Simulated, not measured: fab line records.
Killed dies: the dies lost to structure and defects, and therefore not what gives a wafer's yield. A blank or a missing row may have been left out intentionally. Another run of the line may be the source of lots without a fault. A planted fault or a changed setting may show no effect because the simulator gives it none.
Split-lot experiment + flow sky130 + 23 wafers read from 5 lots, route of 708 steps

## ON THE SPLIT
At SKY_LDD_LDN_IMPLANT_09, the setting energy kev was moved away from the recipe's 15 on 6 of the 23 wafers read, by -5.3% to -5.1%. The other wafers ran this setting at the recipe's value.

The reading is taken at the split's own step.

## THE READING
The simulator's own value implant.drp nm, read by no gauge, in nm at SKY_LDD_LDN_IMPLANT_09. The file gives no usual value for it.

| wafer  | tool, chamber at the split | energy kev as run | against the recipe | implant.drp nm, nm | against lot-mates on the recipe |
|--------|----------------------------|-------------------|--------------------|--------------------|---------------------------------|
| L074.1 | implanter-01, 0            | 15                | recipe             | 5.933              | -                               |
| L074.3 | implanter-01, 0            | 15                | recipe             | 5.933              | -                               |
| L074.2 | implanter-01, 0            | 14.2              | -5.3%              | 5.713              | -0.220                          |
| L074.4 | implanter-01, 0            | 14.2              | -5.3%              | 5.713              | -0.220                          |
| L074.6 | implanter-01, 0            | 14.2              | -5.3%              | 5.713              | -0.220                          |
| L075.1 | implanter-03, 0            | 15                | recipe             | 5.933              | -                               |
| L075.3 | implanter-03, 0            | 15                | recipe             | 5.933              | -                               |
| L075.4 | implanter-03, 0            | 15                | recipe             | 5.933              | -                               |
| L075.5 | implanter-03, 0            | 15                | recipe             | 5.933              | -                               |
| L075.6 | implanter-03, 0            | 15                | recipe             | 5.933              | -                               |
| L076.1 | implanter-03, 0            | 15                | recipe             | 5.933              | -                               |
| L076.3 | implanter-03, 0            | 15                | recipe             | 5.933              | -                               |
| L076.2 | implanter-03, 0            | 14.24             | -5.1%              | 5.724              | -0.209                          |
| L076.5 | implanter-03, 0            | 14.24             | -5.1%              | 5.724              | -0.209                          |
| L076.6 | implanter-03, 0            | 14.24             | -5.1%              | 5.724              | -0.209                          |
| L077.1 | implanter-01, 0            | 15                | recipe             | 5.933              | -                               |
| L077.2 | implanter-01, 0            | 15                | recipe             | 5.933              | -                               |
| L077.3 | implanter-01, 0            | 15                | recipe             | 5.933              | -                               |
| L077.4 | implanter-01, 0            | 15                | recipe             | 5.933              | -                               |
| L077.6 | implanter-01, 0            | 15                | recipe             | 5.933              | -                               |
| L081.1 | implanter-03, 0            | 15                | recipe             | 5.933              | -                               |
| L081.2 | implanter-03, 0            | 15                | recipe             | 5.933              | -                               |
| L081.3 | implanter-03, 0            | 15                | recipe             | 5.933              | -                               |

THE FIT
A straight line over all 23 wafers: implant.drp nm changes by +0.0412 nm for each +1% of energy kev; r = +1.00; the points scatter about the line by 0 nm.
The same after taking each lot's own level away (the mean of its wafers on the recipe; 23 wafers): +0.0412 nm for each +1%; r = +1.00; scatter 0 nm.
The reading moves by 0.22 nm for the largest change in energy kev, on that fit.
The lots' own levels span 5.9330 to 5.9330 nm.
So the lot-to-lot level changes the slope little: the two slopes agree.
Check: with one of the wafers moved furthest among these (-5.3%) left out of the fit, the line predicts -0.22 nm for it against its lot-mates. Against them it came out at -0.22 nm.

## OTHER SPLITS ON THESE WAFERS
Note: prior to the reading, these wafers also went through further splits. Each is held against what the fit with the lots' levels taken away leaves over:
| other split on the same wafers             | wafers away from the commonest value | r with implant.drp nm (lot level and that fit taken away) |
|--------------------------------------------|--------------------------------------|-----------------------------------------------------------|
| SKY_VT_ADJUST_HVTR_IMPLANT_09 dose cm2     | 7                                    | -0.03                                                     |
| SKY_SONOS_TUNNEL_DEVELOP_06 develop time s | 8                                    | +0.14                                                     |
| SKY_SONOS_ONO_EXPOSE_10 dose mj            | 7                                    | +0.48                                                     |
| SKY_GATE_OXIDE_OXIDATION_01 ox time s      | 18                                   | +0.47                                                     |
| SKY_GATE_OXIDE_IMPLANT_11 energy kev       | 5                                    | +0.04                                                     |
| SKY_RES_PROTECT_COAT_02 resist thk nm      | 12                                   | -0.25                                                     |
| SKY_POLY_GATE_IMPLANT_02 dose cm2          | 6                                    | -0.04                                                     |
| SKY_LDD_N_IMPLANT_09 energy kev            | 10                                   | -0.30                                                     |
| SKY_LDD_P_COAT_02 resist thk nm            | 8                                    | +0.36                                                     |
| SKY_LDD_P_DEVELOP_06 dev temp c            | 10                                   | -0.33                                                     |
| SKY_LDD_HVN_IMPLANT_08 dose cm2            | 11                                   | -0.01                                                     |
| SKY_LDD_HVP_SOFTBAKE_03 temp c             | 12                                   | +0.19                                                     |
| SKY_LDD_HVP_DEVELOP_06 develop time s      | 7                                    | -0.06                                                     |

## THE FILE'S OWN FIT
implant.drp nm changes by +0.0413 nm for each +1% of energy kev, r = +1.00.
